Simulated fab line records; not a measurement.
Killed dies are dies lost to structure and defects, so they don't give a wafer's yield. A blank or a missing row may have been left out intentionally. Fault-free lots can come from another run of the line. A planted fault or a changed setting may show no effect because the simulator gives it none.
Struck lot and sound lot, side by side	flow gf180mcu	14 out of 602 route steps
Sound: these wafers, L303.1, L303.3, L303.6. The struck wafers were L310.1, L310.2, L310.6. The cause is given at the end.
At each step with rows: each side's tool, then ch and its chambers, then its first start. Under that, the readings that differ: sound wafers	struck wafers	difference of the means	sigmas: that difference in standard deviations of wafers without a fault.
alike: same words and numbers on both sides, and readings whose means sit less than 2 such deviations apart. not compared: any withheld reading, any reading some wafer has no value for, any bound like >300 that may hide the same value, and any number with overlapping values for which the record gives no deviation.
The two part at a step that has a row with sigmas, a row that says differs or no value, or rows on one side only. When numbers do not overlap yet have no deviation, they are printed without sigmas and do not part them. Lack of a reading on every wafer of one side parts them only where that side has two or more wafers.

GF_M1_SPUTTER_00: material Ti, target thk 37.5 nm, time 150 s.
  struck on pvdSputter-03, day 23 01:11; sound on pvdSputter-01, day 20 13:54
  alike: throttleValvePct
GF_M1_SPUTTER_01: material TiN, target thk 30 nm, time 25 s.
  struck on pvdSputter-03, day 23 01:17; sound on pvdSputter-01, day 20 14:00
  alike: throttleValvePct
GF_M1_SPUTTER_02: material AlCu, target thk 450 nm, time 23.9 s.
  struck on pvdSputter-03, day 23 01:19; sound on pvdSputter-01, day 20 14:02
  alike: throttleValvePct
GF_M1_SPUTTER_03: material Ti, target thk 10 nm, time 6.7 s.
  struck on pvdSputter-03, day 23 01:21; sound on pvdSputter-01, day 20 14:04
  alike: throttleValvePct
GF_M1_SPUTTER_04: material TiN, target thk 50 nm, time 41.7 s.
  struck on pvdSputter-03, day 23 01:22; sound on pvdSputter-01, day 20 14:05
  alike: throttleValvePct
GF_M1_RS_MEAS_05: a four-point-probe measurement.
  struck on filmMetro-03, day 23 01:25; sound on filmMetro-01, day 20 14:07
  alike: M1_ALCU_RS
GF_M1_THK_MEAS_06: measures by xrf.
  struck on filmMetro-03, day 23 01:32; sound on filmMetro-01, day 20 14:14
  alike: M1_ALCU_THK
then, 5 steps without rows for these wafers: GF_M1_DEHYDRATE_07 (time 60 s); GF_M1_HMDS_08 (prime time 60 s); GF_M1_COAT_09 (resist thk 1000 nm); GF_M1_SOFTBAKE_10 (time 60 s); GF_M1_EXPOSE_11 (exposes mask Metal1, target cd 230 nm).
GF_M1_PEB_12: peb time 90 s.
  struck on lithoTrack-01, day 23 23:26; sound on lithoTrack-03 ch 0, day 21 14:02
  no value came back on the struck wafers for chillPlateTempC (C), exhaustPa (Pa), plateTempC (C); on the sound wafers chillPlateTempC (C) reads 22.93 22.88 23.00
then, 1 step without rows for these wafers: GF_M1_DEVELOP_13 (develop time 60 s).

WHERE THEY PART
Within this record, at GF_M1_PEB_12 only.

WHY: what the simulator had put in
Skipped step whole: lithoTrack-01, from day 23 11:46 on, at GF_M1_PEB_12. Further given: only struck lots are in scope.
